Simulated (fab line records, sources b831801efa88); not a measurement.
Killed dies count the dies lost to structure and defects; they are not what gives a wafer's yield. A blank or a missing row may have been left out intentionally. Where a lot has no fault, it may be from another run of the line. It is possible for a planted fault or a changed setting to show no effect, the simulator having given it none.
fab line records	flow sky130
record lots=7	wafers=21	last-day=49
route steps=708 shown VIA1@460 PAD_OPEN@708
lots that met no fault: taken from a fault-free run of the same line
start-h: the number of hours between the record's first day and the start of the first shown wafer of the lot	wait-h: time in hours since the lot's previous step	" repeats the value in the row above	L1.1+2: one row covering several wafers at once	- either no value or no given start	* or withheld: withheld	< > ~ a bound
route shown NAME@n: a module of which the file shows steps, and the number in the route of the first	usual: the fault-free wafers' mean and standard deviation	same: alike in all rows	chamber/n: place in a boat	sites: each site's reading	_std_site: the standard deviation of these	_edge_site: outer sites' mean less inner sites'	radius-mm: for every site, how far away it sits from the centre of the wafer	mask NAME#n: copy n	behind: the tool/chamber that last shaped the wafer	hold: cause of the lot's hold/its duration in hours/its outcome	device: the n, p or np transistor that did not switch	end of line: at the end of the route, the tests of the same wafers	a step without rows: its recipe alone	killed: dies that structure and defects cost at the first sort, which is not the same as the wafer's yield	map: a wafer's dies, marking killed ones x, the rest . and places with no die _
set.NAME: the setting the step ran with; set.NAME@STEP: the setting that earlier step ran with	model.NAME: the simulator's own value behind a step, which no gauge read
lots seen at some steps along the route; tables by step, rows by wafer
services: when a tool's chamber went out of use (start-h, in hours from the record's first day, below 0 if earlier), for how many hours, and the reason
## steps
# step SKY_VIA1_CMP_02
# recipe material=SiO2	down-force-psi=4	platen-rpm=60	pad-velocity-m-s=0.94248
# usual motor-current-A=12.4/0.89	platen-rpm=60.01/0.044	slurry-filter-dp-kPa=13.51/0.13
lot.wafer	tool	chamber	start-h	wait-h	motor-current-A	platen-rpm	slurry-filter-dp-kPa
L597.1	cmp-02	0	798.27	0.1	11.9	60.00	13.34
L597.2	"	2	"	"	13.2	59.99	13.55
L597.3	"	3	"	"	14.0	60.05	13.65
L596.4	cmp-02	2	801.54	0.0	13.9	59.92	13.45
L596.3	"	0	"	"	11.1	60.04	13.36
L596.5	"	3	"	"	13.8	59.97	13.65
L599.4	cmp-02	0	813.71	0.0	11.5	60.00	13.73
L599.3	"	2	"	"	13.4	59.99	13.68
L599.2	"	3	"	"	13.8	59.97	13.42
L600.4	cmp-02	3	817.19	0.0	13.8	60.02	13.58
L600.2	"	0	"	"	11.5	59.99	13.57
L600.3	"	2	"	"	13.7	59.96	13.27
L607.1	cmp-02	3	862.34	0.1	13.9	60.01	13.49
L607.4	"	0	"	"	11.4	60.01	13.49
L607.5	"	2	"	"	13.1	60.03	13.50
L609.2	cmp-01	0	887.25	0.0	11.9	59.98	13.52
L609.3	"	2	"	"	12.5	59.98	13.52
L609.4	"	3	"	"	12.5	60.01	13.25
L613.3	cmp-02	1	913.41	0.5	11.6	60.05	13.47
L613.5	"	2	"	"	13.7	59.98	13.43
L613.6	"	3	"	"	12.8	60.05	13.53
# step SKY_VIA1_BOW_MEAS_03
# recipe mode=bow
# usual VIA1_BOW=80/7.8
lot.wafer	tool	chamber	start-h	wait-h	VIA1_BOW[um]
L597.1	film-metro-04	-	798.57	0.2	75
L597.2	"	-	"	"	79
L597.3	"	-	"	"	80
L596.3	film-metro-04	-	801.88	0.2	75
L596.4	"	-	"	"	80
L596.5	"	-	"	"	80
L599.2	film-metro-04	-	814.03	0.1	65
L599.3	"	-	"	"	85
L599.4	"	-	"	"	86
L600.2	film-metro-02	-	817.51	0.2	93
L600.3	"	-	"	"	83
L600.4	"	-	"	"	78
L607.1	film-metro-03	-	862.54	0.1	73
L607.4	"	-	"	"	82
L607.5	"	-	"	"	79
L609.2	film-metro-04	-	887.57	0.3	64
L609.3	"	-	"	"	72
L609.4	"	-	"	"	79
L613.3	film-metro-03	-	913.60	0.1	81
L613.5	"	-	"	"	91
L613.6	"	-	"	"	72
# step SKY_VIA1_DEHYDRATE_04
# recipe temp-c=200	time-s=60
# step SKY_VIA1_HMDS_05
# recipe prime-time-s=60	prime-temp-c=120
# step SKY_VIA1_COAT_06
# recipe resist=BARC	temp-c=withheld	time-s=withheld	spin-rpm=3000	resist-thk-nm=60
# step SKY_VIA1_COAT_07
# recipe resist=KrF-thick	spin-rpm=3000	resist-thk-nm=450
# step SKY_VIA1_SOFTBAKE_08
# recipe temp-c=100	time-s=90	resist=KrF-thick
# step SKY_VIA1_EXPOSE_09
# recipe mask-id=VIM	na=0.8	source-shape=annular	sigma-inner=0.55	sigma-outer=0.85	target-cd-nm=150	dose-mj=38
# step SKY_VIA1_PEB_10
# recipe peb-temp-c=withheld	peb-time-s=withheld	resist=KrF-thick
# step SKY_VIA1_DEVELOP_11
# recipe develop-time-s=60	resist=KrF-thick	dev-temp-c=21
# step SKY_VIA1_CD_MEAS_12
# recipe target-cd-nm=150
# usual cd-nm=150.3/1.5
lot.wafer	tool	chamber	start-h	wait-h	cd-nm
L597.1	cd-sem-02	-	824.83	-	148.0
L597.2	"	-	"	"	148.9
L597.3	"	-	"	"	146.3
L596.3	cd-sem-02	-	828.02	-	150.3
L596.4	"	-	"	"	151.1
L596.5	"	-	"	"	149.9
L599.2	cd-sem-01	-	840.35	-	149.5
L599.3	"	-	"	"	148.9
L599.4	"	-	"	"	149.5
L600.2	cd-sem-02	-	844.20	-	150.8
L600.3	"	-	"	"	151.4
L600.4	"	-	"	"	151.0
L607.1	cd-sem-01	-	888.33	-	154.9
L607.4	"	-	"	"	153.2
L607.5	"	-	"	"	154.4
L609.2	cd-sem-01	-	912.44	-	146.9
L609.3	"	-	"	"	148.4
L609.4	"	-	"	"	148.5
L613.3	cd-sem-01	-	938.52	-	149.7
L613.5	"	-	"	"	151.7
L613.6	"	-	"	"	150.6
# step SKY_VIA1_OVL_MEAS_13
# usual VIA1_OVL=-2/5.4
lot.wafer	tool	chamber	start-h	wait-h	VIA1_OVL[nm]
L597.1	overlay-02	-	824.95	0.1	-11
L597.2	"	-	"	"	-11
L597.3	"	-	"	"	-5
L596.3	overlay-02	-	828.11	0.1	-1
L596.4	"	-	"	"	4
L596.5	"	-	"	"	-8
L599.2	overlay-02	-	840.45	0.1	7
L599.3	"	-	"	"	0
L599.4	"	-	"	"	2
L600.2	overlay-02	-	844.30	0.1	-7
L600.3	"	-	"	"	-7
L600.4	"	-	"	"	-6
L607.1	overlay-01	-	888.45	0.1	-2
L607.4	"	-	"	"	11
L607.5	"	-	"	"	-4
L609.2	overlay-02	-	912.54	0.1	0
L609.3	"	-	"	"	2
L609.4	"	-	"	"	4
L613.3	overlay-02	-	938.61	0.1	-1
L613.5	"	-	"	"	1
L613.6	"	-	"	"	9
# step SKY_VIA1_ETCH_14
# recipe chemistry=N2/H2	target=BARC	ion-energy-ev=200	source-w=500	bias-w=100	pressure-mtorr=30	n2-flow-sccm=100	h2-flow-sccm=200	stop-on=SiO2	time-s=45.9	target-depth-a=600
# usual drypump-motor-current-A=5.9/0.43	n2-flow-sccm=100.00/0.29	oes-product-au=0.854/0.0046	rf-fwd-power-W=494.8/1.9	throttle-valve-pct=13.225/0.0093
lot.wafer	tool	chamber	start-h	wait-h	drypump-motor-current-A	n2-flow-sccm	oes-product-au	rf-fwd-power-W	rf-hours-counter-h	throttle-valve-pct	model.KrF-thick_of_VIA1_COAT_07.thk-nm
L597.1	rie-diel-03	1	824.98	0.0	6.3	100.14	0.852	494.2	15	13.227	393.7
L597.2	"	3	"	"	6.5	99.76	0.851	495.8	28	13.216	393.6
L597.3	"	2	"	"	5.8	100.12	0.847	498.5	23	13.215	394.8
L596.3	rie-diel-03	3	828.13	0.0	6.5	99.70	0.851	573.9	29	13.221	387.8
L596.4	"	1	"	"	6.3	99.75	0.853	575.0	15	13.226	387.4
L596.5	"	1	"	"	6.3	99.81	0.861	572.4	-	13.244	385.6
L599.2	rie-diel-03	0	840.48	0.0	5.3	100.00	0.851	578.3	5	13.240	386.5
L599.3	"	3	"	"	6.5	100.11	0.849	575.5	29	13.220	385.6
L599.4	"	2	"	"	5.8	99.94	0.858	577.6	24	13.224	385.6
L600.2	rie-diel-03	2	844.33	0.0	5.8	99.70	0.856	578.9	24	13.233	386.3
L600.3	"	0	"	"	5.3	100.38	0.854	575.0	5	13.239	385.1
L600.4	"	1	"	"	6.3	99.73	0.856	573.9	-	13.226	386.5
L607.1	rie-diel-04	3	888.48	0.0	6.0	100.00	0.850	494.4	12	13.219	392.9
L607.4	"	2	"	"	5.3	99.97	0.856	492.8	12	13.219	392.4
L607.5	"	3	"	"	6.0	100.13	0.860	497.3	-	13.217	393.3
L609.2	rie-diel-01	0	912.57	0.0	5.8	100.37	0.851	495.9	16	13.220	392.8
L609.3	"	2	"	"	6.1	100.32	0.847	494.8	2	13.221	391.8
L609.4	"	3	"	"	5.2	99.61	0.860	494.4	19	13.210	391.7
L613.3	rie-diel-04	1	938.63	0.0	6.1	99.97	0.852	494.4	7	13.222	391.5
L613.5	"	2	"	"	5.3	100.13	0.853	494.3	-	13.218	392.8
L613.6	"	3	"	"	6.0	99.54	0.858	497.7	-	13.220	393.3
# step SKY_VIA1_ETCH_15
# recipe target=SiO2	chemistry=C4F8/O2/Ar	target-depth-nm=351	stop-on=TiN	mask-material=KrF-thick	source-w=1500	bias-w=1200	pressure-mtorr=40	c4f8-flow-sccm=withheld	O2_flow_sccm=6	Ar_flow_sccm=300	time-s=54
# usual oes-product-au=0.982/0.0054	rf-fwd-power-W=1487/5.1
lot.wafer	tool	chamber	start-h	wait-h	oes-product-au	rf-fwd-power-W	rf-hours-counter-h	model.KrF-thick_of_VIA1_COAT_07.thk-nm
L597.1	rie-diel-03	1	825.02	0.0	0.980	1486	15	322.5
L597.2	"	3	"	"	0.985	1491	28	323.1
L597.3	"	2	"	"	0.973	1488	23	324.3
L596.3	rie-diel-03	3	828.17	0.0	0.979	1485	29	317.8
L596.4	"	1	"	"	0.984	1487	15	316.2
L596.5	"	1	"	"	0.987	1483	-	314.7
L599.2	rie-diel-03	0	840.53	0.0	0.975	1493	5	316.5
L599.3	"	3	"	"	0.979	1483	29	315.9
L599.4	"	2	"	"	0.975	1496	24	316.6
L600.2	rie-diel-03	2	844.38	0.0	0.971	1488	24	317.2
L600.3	"	0	"	"	0.979	1485	5	316.1
L600.4	"	1	"	"	0.975	1488	-	316.4
L607.1	rie-diel-04	3	888.53	0.0	0.979	1493	12	323
L607.4	"	2	"	"	0.975	1488	12	321.8
L607.5	"	3	"	"	0.970	1482	-	324.2
L609.2	rie-diel-01	0	912.61	0.0	0.980	1491	16	322.1
L609.3	"	2	"	"	0.997	1493	2	320.9
L609.4	"	3	"	"	0.984	1478	19	320.9
L613.3	rie-diel-04	1	938.68	0.0	0.984	1484	7	321.5
L613.5	"	2	"	"	0.985	1488	-	322.7
L613.6	"	3	"	"	0.974	1484	-	324.1
# step SKY_VIA1_STRIP_16
# recipe chemistry=O2/N2	power-w=1400	pressure-mtorr=1500	platen-temp-c=withheld	o2-flow-sccm=3000	n2-flow-sccm=300	overash-fraction=0.5
# usual drypump-motor-current-A=5.5/0.42	n2-flow-sccm=300.0/0.92	oes-product-au=0.415/0.0052	strip-time-to-endpoint-s=4.453/0.017
lot.wafer	tool	chamber	start-h	wait-h	drypump-motor-current-A	n2-flow-sccm	oes-product-au	rf-hours-counter-h	strip-time-to-endpoint-s
L597.1	plasma-asher-04	1	825.07	0.0	5.8	301.2	0.415	41	4.453
L597.2	"	0	"	"	5.4	301.5	0.412	41	4.471
L597.3	"	1	"	"	5.8	300.8	0.418	-	4.471
L596.3	plasma-asher-04	0	828.25	0.1	5.4	299.8	0.410	-	4.402
L596.4	"	1	"	"	5.8	298.5	0.416	-	4.376
L596.5	"	1	"	"	5.8	300.0	0.412	-	4.372
L599.2	plasma-asher-02	0	840.57	0.0	5.4	301.4	0.406	101	4.384
L599.3	"	0	"	"	5.4	299.9	0.414	-	4.389
L599.4	"	1	"	"	4.8	300.7	0.417	-	4.387
L600.2	plasma-asher-04	1	844.42	0.0	5.8	299.8	0.414	43	4.399
L600.3	"	1	"	"	5.8	299.9	0.408	-	4.394
L600.4	"	0	"	"	5.4	301.5	0.403	-	4.391
L607.1	plasma-asher-03	1	888.57	0.0	5.3	299.6	0.421	79	4.461
L607.4	"	1	"	"	5.3	299.9	0.413	-	4.455
L607.5	"	1	"	"	5.3	300.2	0.421	-	4.477
L609.2	plasma-asher-04	1	912.66	0.0	5.8	301.2	0.421	50	4.468
L609.3	"	1	"	"	5.8	301.1	0.414	-	4.431
L609.4	"	0	"	"	5.4	299.3	0.406	-	4.430
L613.3	plasma-asher-02	0	938.76	0.1	5.5	301.1	0.423	-	4.449
L613.5	"	0	"	"	5.4	301.0	0.419	-	4.454
L613.6	"	1	"	"	4.8	299.5	0.418	-	4.467
# step SKY_VIA1_STRIP_17
# recipe chemistry=post-etch-residue-remover	time-s=1200	temp-c=72.5
# step SKY_PAD_OPEN_PROBE_99
# usual killed_at_M0_to_M3=42/7.2	killed_at_M4_up=3.2/1.8	killed-at-contacts=24/5.4	killed-at-front-end=15/4	killed-at-other=0.3/0.59	killed-dies=84/9	killed-on-rim=17/3.3	killed-open=46/7.1	killed-short=38/6
# same gross-dies=492	killed-at-back-side=0
lot.wafer	tool	chamber	start-h	wait-h	killed_at_M0_to_M3	killed_at_M4_up	killed-at-contacts	killed-at-front-end	killed-at-other	killed-dies	killed-on-rim	killed-open	killed-short	model.etest.tip-sonos.rs-ohm-sq
L597.1	prober-02	-	1108.44	0.1	36	2	21	19	0	78	10	35	43	2530
L597.2	prober-02	-	1108.49	0.1	48	6	24	8	0	86	16	42	44	2565
L597.3	prober-02	-	1108.54	0.2	47	2	14	13	0	76	19	38	38	2520
L596.3	prober-02	-	1110.04	0.2	47	4	30	20	0	101	15	54	46	2279
L596.4	prober-02	-	1110.09	0.2	39	5	21	16	1	82	18	43	38	2283
L596.5	prober-02	-	1110.14	0.2	40	1	19	19	0	79	15	42	37	2281
L599.2	prober-01	-	1112.28	0.1	35	2	35	6	2	80	15	39	40	2628
L599.3	prober-01	-	1112.33	0.2	41	1	20	10	0	72	12	34	38	2621
L599.4	prober-01	-	1112.38	0.2	44	2	26	10	0	82	16	40	42	2625
L600.2	prober-02	-	1115.85	0.1	36	4	22	20	0	82	15	47	35	2759
L600.3	prober-02	-	1115.90	0.2	35	3	36	20	0	94	15	52	42	2737
L600.4	prober-02	-	1115.95	0.2	44	7	16	17	1	85	18	43	42	2731
L607.1	prober-01	-	1154.78	0.1	34	7	28	15	0	84	20	41	42	2631
L607.4	prober-01	-	1154.93	0.2	45	3	23	15	0	86	19	48	37	2588
L607.5	prober-01	-	1154.98	0.2	52	4	15	8	0	79	15	46	33	2622
L609.2	prober-02	-	1171.18	0.1	39	2	21	14	1	77	15	37	38	2776
L609.3	prober-02	-	1171.23	0.2	32	3	25	14	0	74	18	39	34	2777
L609.4	prober-02	-	1171.28	0.2	47	4	18	13	0	82	15	42	40	2735
L613.3	prober-02	-	1182.91	0.2	45	2	29	14	2	92	17	61	30	2601
L613.5	prober-02	-	1183.01	0.2	38	5	26	9	0	78	12	39	39	2547
L613.6	prober-02	-	1183.06	0.2	34	6	19	18	0	77	16	41	36	2536
# killed by level:class
L597.1 CONTACT:geometric-particle:open=8 VIA3:geometric-particle:open=8 CONTACT:geometric-particle:short=7 FIELD_ISO:geometric-particle:open=6 METAL2:geometric-particle:short=6 METAL3:geometric-particle:short=5 VIA1:geometric-particle:open=5 FIELD_ISO:geometric-particle:short=4
L597.2 CONTACT:geometric-particle:open=8 METAL1:geometric-particle:short=8 VIA1:geometric-particle:open=8 METAL2:geometric-particle:short=8 VIA3:geometric-particle:open=6 CONTACT:geometric-particle:short=6 LI_CONTACT:geometric-particle:open=6 VIA2:geometric-particle:open=6
L597.3 VIA1:geometric-particle:open=14 METAL1:geometric-particle:short=6 METAL2:geometric-particle:short=6 LOCAL_INTERCONNECT:geometric-particle:short=5 FIELD_ISO:geometric-particle:open=4 VIA3:geometric-particle:open=4 CONTACT:geometric-particle:open=4 VIA1:geometric-particle:short=4
L596.3 LI_CONTACT:geometric-particle:open=9 VIA3:geometric-particle:open=9 METAL2:geometric-particle:short=8 LOCAL_INTERCONNECT:geometric-particle:short=7 CONTACT:geometric-particle:open=7 VIA1:geometric-particle:open=7 FIELD_ISO:geometric-particle:open=6 POLY_GATE:geometric-particle:short=6
L596.4 LI_CONTACT:geometric-particle:open=9 METAL3:geometric-particle:short=6 VIA3:geometric-particle:open=6 VIA1:geometric-particle:short=5 VIA2:geometric-particle:open=5 FIELD_ISO:geometric-particle:open=4 POLY_GATE:geometric-particle:short=4 VIA1:geometric-particle:open=4
L596.5 VIA1:geometric-particle:open=8 CONTACT:geometric-particle:open=8 FIELD_ISO:geometric-particle:open=6 METAL1:geometric-particle:short=6 VIA2:geometric-particle:open=6 POLY_GATE:geometric-particle:open=5 METAL2:geometric-particle:short=5 LOCAL_INTERCONNECT:geometric-particle:short=4
L599.2 LI_CONTACT:geometric-particle:open=11 VIA1:geometric-particle:open=11 CONTACT:geometric-particle:short=7 CONTACT:geometric-particle:open=6 LI_CONTACT:geometric-particle:short=5 LOCAL_INTERCONNECT:geometric-particle:short=5 VIA2:geometric-particle:open=4 VIA1:geometric-particle:short=4
L599.3 VIA3:geometric-particle:open=11 CONTACT:geometric-particle:open=7 METAL2:geometric-particle:short=6 LOCAL_INTERCONNECT:geometric-particle:short=5 METAL1:geometric-particle:short=4 VIA1:geometric-particle:open=4 VIA2:geometric-particle:short=4 FIELD_ISO:geometric-particle:short=3
L599.4 VIA1:geometric-particle:open=10 CONTACT:geometric-particle:open=8 METAL3:geometric-particle:short=7 CONTACT:geometric-particle:short=6 METAL2:geometric-particle:short=6 LI_CONTACT:geometric-particle:open=5 VIA3:geometric-particle:open=5 POLY_GATE:geometric-particle:short=4
L600.2 VIA1:geometric-particle:open=9 CONTACT:geometric-particle:open=7 VIA3:geometric-particle:open=7 VIA2:geometric-particle:short=5 FIELD_ISO:geometric-particle:short=4 FIELD_ISO:geometric-particle:open=4 POLY_GATE:geometric-particle:open=4 POLY_GATE:geometric-particle:short=4
L600.3 CONTACT:geometric-particle:short=13 CONTACT:geometric-particle:open=9 VIA1:geometric-particle:open=9 VIA2:geometric-particle:open=9 LI_CONTACT:geometric-particle:open=7 VIA3:geometric-particle:open=7 POLY_GATE:geometric-particle:short=5 SPACER:geometric-particle:short=4
L600.4 POLY_GATE:geometric-particle:open=9 VIA3:geometric-particle:open=6 METAL3:geometric-particle:short=6 VIA2:geometric-particle:open=6 METAL4:geometric-particle:short=5 CONTACT:geometric-particle:short=5 VIA1:geometric-particle:open=5 METAL2:geometric-particle:short=5
L607.1 CONTACT:geometric-particle:open=11 VIA1:geometric-particle:open=9 CONTACT:geometric-particle:short=6 METAL4:geometric-particle:short=6 LI_CONTACT:geometric-particle:short=5 POLY_GATE:geometric-particle:short=4 POLY_GATE:geometric-particle:open=4 VIA1:geometric-particle:short=4
L607.4 VIA1:geometric-particle:open=15 VIA2:geometric-particle:open=8 CONTACT:geometric-particle:open=6 VIA3:geometric-particle:open=6 LOCAL_INTERCONNECT:geometric-particle:short=5 LI_CONTACT:geometric-particle:open=4 CONTACT:geometric-particle:short=4 METAL1:geometric-particle:short=4
L607.5 VIA1:geometric-particle:open=15 LI_CONTACT:geometric-particle:open=7 METAL3:geometric-particle:short=6 VIA3:geometric-particle:open=6 CONTACT:geometric-particle:open=5 METAL2:geometric-particle:short=5 VIA2:geometric-particle:open=5 POLY_GATE:geometric-particle:short=4
L609.2 VIA1:geometric-particle:open=8 CONTACT:geometric-particle:open=8 METAL2:geometric-particle:short=8 CONTACT:geometric-particle:short=6 METAL1:geometric-particle:short=6 VIA2:geometric-particle:open=6 VIA3:geometric-particle:open=5 FIELD_ISO:geometric-particle:short=4
L609.3 CONTACT:geometric-particle:open=10 VIA3:geometric-particle:open=8 LI_CONTACT:geometric-particle:open=7 VIA1:geometric-particle:open=7 FIELD_ISO:geometric-particle:short=5 VIA2:geometric-particle:short=5 METAL2:geometric-particle:short=5 FIELD_ISO:geometric-particle:open=4
L609.4 VIA1:geometric-particle:open=13 LI_CONTACT:geometric-particle:open=6 METAL2:geometric-particle:short=5 VIA3:geometric-particle:open=5 METAL1:geometric-particle:short=5 METAL3:geometric-particle:short=5 VIA2:geometric-particle:open=4 CONTACT:geometric-particle:open=4
L613.3 VIA3:geometric-particle:open=12 VIA1:geometric-particle:open=11 LI_CONTACT:geometric-particle:open=10 CONTACT:geometric-particle:open=9 VIA2:geometric-particle:open=6 LOCAL_INTERCONNECT:geometric-particle:short=5 VIA1:geometric-particle:short=5 FIELD_ISO:geometric-particle:open=4
L613.5 CONTACT:geometric-particle:open=12 VIA1:geometric-particle:open=7 VIA1:geometric-particle:short=5 VIA2:geometric-particle:open=5 FIELD_ISO:geometric-particle:short=4 LI_CONTACT:geometric-particle:open=4 LOCAL_INTERCONNECT:geometric-particle:short=4 METAL1:geometric-particle:short=4
L613.6 VIA1:geometric-particle:open=8 CONTACT:geometric-particle:open=7 VIA3:geometric-particle:open=7 METAL1:geometric-particle:short=5 FIELD_ISO:geometric-particle:open=4 FIELD_ISO:geometric-particle:short=4 POLY_GATE:geometric-particle:short=4 LOCAL_INTERCONNECT:geometric-particle:short=4
## services
tool	chamber	start-h	hours	kind
rie-diel-03	3	782.22	5.8	repair
cmp-02	-	782.34	1.4	repair
cmp-01	-	783.59	2.2	repair
cmp-01	-	785.07	1.1	repair
rie-diel-03	0	802.44	6.3	repair
rie-diel-03	-	807.39	2.8	pm
rie-diel-04	2	831.54	3.5	repair
rie-diel-04	3	833.10	2.9	repair
rie-diel-03	3	843.72	-	clean
rie-diel-03	3	843.72	22.1	scheduled-down
rie-diel-03	3	843.72	22.1	vent-cycle
cmp-01	-	853.73	3.5	repair
plasma-asher-03	-	859.73	2.8	pm
rie-diel-01	1	865.94	8.9	repair
cmp-01	-	866.12	0.4	repair
rie-diel-04	-	875.76	1.1	repair
cmp-02	-	875.91	3.8	pm
rie-diel-01	-	888.44	1.1	repair
rie-diel-04	-	894.21	2.0	repair
cmp-01	-	912.00	4.0	pm
rie-diel-01	0	917.40	4.9	repair
cmp-01	-	933.14	1.4	repair
rie-diel-04	-	936.55	0.6	repair
cmp-01	-	937.93	0.3	repair
## key
first-sign step=SKY_VIA1_ETCH_14	reading=rf-fwd-power-W	direction=up	sigmas=44	usual=494.8	struck=575.6
effect step=SKY_VIA1_STRIP_16	reading=strip-time-to-endpoint-s	direction=down	sigmas=3.7	usual=*	struck=*
model-effect step=SKY_VIA1_ETCH_14	value=KrF-thick_of_VIA1_COAT_07.thk-nm	without=392.4	struck=386.3
model-effect step=SKY_VIA1_ETCH_15	value=KrF-thick_of_VIA1_COAT_07.thk-nm	without=322.5	struck=316.4
model-effect step=SKY_PAD_OPEN_PROBE_99	value=etest.tip-sonos.rs-ohm-sq	without=2643	struck=2549
met-at SKY_VIA1_ETCH_14
struck-wafers L596.3,L596.4,L596.5,L599.2,L599.3,L599.4,L600.2,L600.3,L600.4
tester-left-out L596,L599,L600
onset-between 824.98 828.13
earlier-fault kind=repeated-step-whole	tool=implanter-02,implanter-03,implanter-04	chamber=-	onset-h=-	steps=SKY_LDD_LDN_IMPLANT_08	times=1	scope=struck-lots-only
earlier-fault kind=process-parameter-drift	tool=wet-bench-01	chamber=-	onset-h=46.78	steps=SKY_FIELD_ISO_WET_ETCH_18	channel=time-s	offset=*	shape=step	end-h=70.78	acts-in=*	stated=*
fault kind=process-parameter-drift	tool=rie-diel-03	chamber=-	onset-h=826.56	steps=SKY_VIA1_ETCH_14	channel=source-w	offset=80	shape=step	acts-in=these-recipes-only	stated=500
# tester-left-out: of these lots the tester's yield and bins aren't shown, on N5 and GAA mostly nor the transistor test; their killed dies are dies lost to structure and defects alone, not to doping, threshold or leakage, so they don't give the yield
